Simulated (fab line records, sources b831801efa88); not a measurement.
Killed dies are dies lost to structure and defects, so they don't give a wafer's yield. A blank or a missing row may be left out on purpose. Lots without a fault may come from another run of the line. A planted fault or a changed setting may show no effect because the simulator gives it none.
Which tool did it? | flow sky130 | 14 lots, 42 wafers sampled, at 4 steps of a route of 708

WHAT THE GAUGES READ, wafer by wafer
The record holds no reading of a measuring or inspecting step that can be judged against a usual standard deviation.

WHICH TOOL RAN EACH LOT (tool, then ch and the chambers of the sampled wafers, then the start)
lot  | SKY_VIA3_ETCH_15                   | SKY_VIA3_STRIP_16                    | SKY_CAP2M_EXPOSE_09                 | SKY_CAP2M_STRIP_14
L702 | rie_diel-01 ch 0,1,3, day 39 22:04 | plasma_asher-02 ch 0,1, day 39 22:07 | iline_stepper-01 ch 0, day 40 11:17 | plasma_asher-04 ch 0,1, day 40 23:54
L703 | rie_diel-03 ch 0,2,3, day 40 10:12 | plasma_asher-04 ch 0,1, day 40 10:18 | iline_stepper-02 ch 0, day 41 00:15 | plasma_asher-03 ch 0,1, day 41 10:56
L705 | rie_diel-03 ch 1,2,3, day 40 15:00 | plasma_asher-04 ch 0,1, day 40 15:06 | iline_stepper-02 ch 0, day 41 04:46 | plasma_asher-04 ch 0,1, day 41 16:35
L706 | rie_diel-04 ch 1,2, day 40 21:53   | plasma_asher-02 ch 0,1, day 40 21:58 | iline_stepper-01 ch 0, day 41 11:13 | plasma_asher-03 ch 0,1, day 41 23:02
L709 | rie_diel-03 ch 1,2,3, day 42 06:44 | plasma_asher-04 ch 0, day 42 06:47   | iline_stepper-02 ch 0, day 42 19:58 | plasma_asher-03 ch 0,1, day 43 07:15
L710 | rie_diel-04 ch 0,1,2, day 42 10:29 | plasma_asher-03 ch 0,1, day 42 10:32 | iline_stepper-01 ch 0, day 43 00:16 | plasma_asher-04 ch 0,1, day 43 11:15
L711 | rie_diel-03 ch 0,1,2, day 42 12:08 | plasma_asher-04 ch 0,1, day 42 12:11 | iline_stepper-01 ch 0, day 43 02:11 | plasma_asher-01 ch 0,1, day 43 12:56
L712 | rie_diel-03 ch 0,1, day 42 21:56   | plasma_asher-02 ch 0,1, day 42 21:59 | iline_stepper-02 ch 0, day 43 11:28 | plasma_asher-03 ch 0,1, day 43 23:00
L713 | rie_diel-01 ch 1,2,3, day 43 00:41 | plasma_asher-03 ch 0,1, day 43 00:44 | iline_stepper-02 ch 0, day 43 13:22 | plasma_asher-01 ch 0,1, day 44 00:20
L717 | rie_diel-04 ch 0,2, day 44 07:11   | plasma_asher-04 ch 0,1, day 44 07:14 | iline_stepper-02 ch 0, day 44 20:55 | plasma_asher-01 ch 0,1, day 45 07:42
L719 | rie_diel-01 ch 0,1,3, day 44 17:12 | plasma_asher-02 ch 0,1, day 44 17:18 | iline_stepper-01, day 45 06:34      | plasma_asher-03 ch 0,1, day 45 16:56
L720 | rie_diel-03 ch 0,1,2, day 44 18:02 | plasma_asher-04 ch 0, day 44 18:05   | iline_stepper-02, day 45 06:49      | plasma_asher-01 ch 0,1, day 45 17:08
L724 | rie_diel-03 ch 0,3, day 46 02:21   | plasma_asher-03 ch 0,1, day 46 02:25 | iline_stepper-02 ch 0, day 46 13:45 | plasma_asher-01 ch 0,1, day 46 23:51
L725 | rie_diel-01 ch 0,1,2, day 46 02:44 | plasma_asher-02 ch 0,1, day 46 02:47 | iline_stepper-02 ch 0, day 46 14:39 | plasma_asher-03 ch 0, day 47 00:42
- SKY_VIA3_ETCH_15: etches SiO2 in C4F8/O2/Ar, stops on TiN, target depth 507 nm, time 78 s.
- SKY_VIA3_STRIP_16: strips in O2/N2.
- SKY_CAP2M_EXPOSE_09: exposes mask CAP2M, target cd 1000 nm.
- SKY_CAP2M_STRIP_14: strips in O2/N2.

WHAT THE TOOLS THEMSELVES READ (means of the sampled wafers that have a number; where no wafer has one, the mark that the record gives instead)
SKY_VIA3_ETCH_15.
lot  | tool        | oes_product_au (a.u.)
L702 | rie_diel-01 | 0.939
L703 | rie_diel-03 | 0.950
L705 | rie_diel-03 | 0.951
L706 | rie_diel-04 | 0.947
L709 | rie_diel-03 | 0.943
L710 | rie_diel-04 | 0.938
L711 | rie_diel-03 | 0.948
L712 | rie_diel-03 | 0.946
L713 | rie_diel-01 | 0.949
L717 | rie_diel-04 | 0.945
L719 | rie_diel-01 | 0.946
L720 | rie_diel-03 | 0.942
L724 | rie_diel-03 | 0.943
L725 | rie_diel-01 | 0.943

SKY_VIA3_STRIP_16.
lot  | tool            | drypump_motor_current_A (A) | oes_product_au (a.u.) | strip_time_to_endpoint_s (s)
L702 | plasma_asher-02 | 5.81                        | 0.399                 | 4.13
L703 | plasma_asher-04 | 5.42                        | 0.398                 | 4.13
L705 | plasma_asher-04 | 5.44                        | 0.397                 | 4.13
L706 | plasma_asher-02 | 5.82                        | 0.402                 | 4.12
L709 | plasma_asher-04 | 5.58                        | 0.406                 | 4.16
L710 | plasma_asher-03 | 5.52                        | 0.397                 | 4.15
L711 | plasma_asher-04 | 5.28                        | 0.403                 | 4.13
L712 | plasma_asher-02 | 5.92                        | 0.399                 | 4.16
L713 | plasma_asher-03 | 5.55                        | 0.403                 | 4.16
L717 | plasma_asher-04 | 5.43                        | 0.404                 | 4.16
L719 | plasma_asher-02 | 5.91                        | 0.405                 | 4.12
L720 | plasma_asher-04 | 5.58                        | 0.401                 | 4.13
L724 | plasma_asher-03 | 5.53                        | 0.400                 | 4.14
L725 | plasma_asher-02 | 5.90                        | 0.401                 | 4.10

SKY_CAP2M_EXPOSE_09.
lot  | tool             | exposure_dose_mJ_cm2 | focus_offset_nm (nm)
L702 | iline_stepper-01 | 159.00               | 0.4
L703 | iline_stepper-02 | 159.02               | 0.0
L705 | iline_stepper-02 | 158.99               | 0.1
L706 | iline_stepper-01 | 158.86               | 0.0
L709 | iline_stepper-02 | 158.98               | 0.5
L710 | iline_stepper-01 | 159.19               | -0.3
L711 | iline_stepper-01 | 159.04               | -0.1
L712 | iline_stepper-02 | 158.97               | -0.2
L713 | iline_stepper-02 | 159.03               | -0.5
L717 | iline_stepper-02 | 158.89               | 0.4
L719 | iline_stepper-01 | -                    | -
L720 | iline_stepper-02 | -                    | -
L724 | iline_stepper-02 | 159.14               | -0.4
L725 | iline_stepper-02 | 158.95               | 0.1

SKY_CAP2M_STRIP_14.
lot  | tool            | drypump_motor_current_A (A) | oes_product_au (a.u.) | strip_time_to_endpoint_s (s)
L702 | plasma_asher-04 | 5.4                         | 0.713                 | 12.47
L703 | plasma_asher-03 | 5.6                         | 0.712                 | 12.47
L705 | plasma_asher-04 | 5.3                         | 0.711                 | 12.45
L706 | plasma_asher-03 | 5.5                         | 0.710                 | 12.34
L709 | plasma_asher-03 | 5.6                         | 0.712                 | 12.45
L710 | plasma_asher-04 | 5.4                         | 0.711                 | 12.41
L711 | plasma_asher-01 | 6.0                         | 0.710                 | 12.45
L712 | plasma_asher-03 | 5.6                         | 0.708                 | 12.42
L713 | plasma_asher-01 | 6.0                         | 0.711                 | 12.47
L717 | plasma_asher-01 | 6.0                         | 0.704                 | 12.38
L719 | plasma_asher-03 | 5.6                         | 0.705                 | 12.41
L720 | plasma_asher-01 | 6.0                         | 0.710                 | 12.39
L724 | plasma_asher-01 | 6.0                         | 0.705                 | 12.51
L725 | plasma_asher-03 | 5.5                         | 0.712                 | 12.43

THE ANSWER, worked out from the rows above alone
Rule: what is usual is taken from the lots themselves. Put in order of their means at a reading, lots are off if they are a third of the lots or fewer, leave a main group of 4 or more, and stand apart from it by a gap of 3 or more times the standard deviation of the main group's means; of several such gaps the widest counts. A main group whose means are all the same, to the digits that the tables above print for the reading, isn't used. A lot without any number at a reading at which 4 lots or more have one is off too. The other lots that the step has rows for count as sound. The gauges are gone through in route order, then the tools' own readings, and for those a lot's mean is taken as printed above. The first step at which some lot is off is used, and at that step the reading that is off furthest; a lot without a number counts as furthest.
Off: L719, L720, at SKY_CAP2M_EXPOSE_09 (exposure_dose_mJ_cm2). Without a number there: L719, L720. The main group: mean 159.00, standard deviation 0.088.
A tool fits if, at that step or a process step before it, it ran every lot that is off, and no sound lot after the first of them. None of those tried fits.

WHAT THE SIMULATOR HAD PUT IN
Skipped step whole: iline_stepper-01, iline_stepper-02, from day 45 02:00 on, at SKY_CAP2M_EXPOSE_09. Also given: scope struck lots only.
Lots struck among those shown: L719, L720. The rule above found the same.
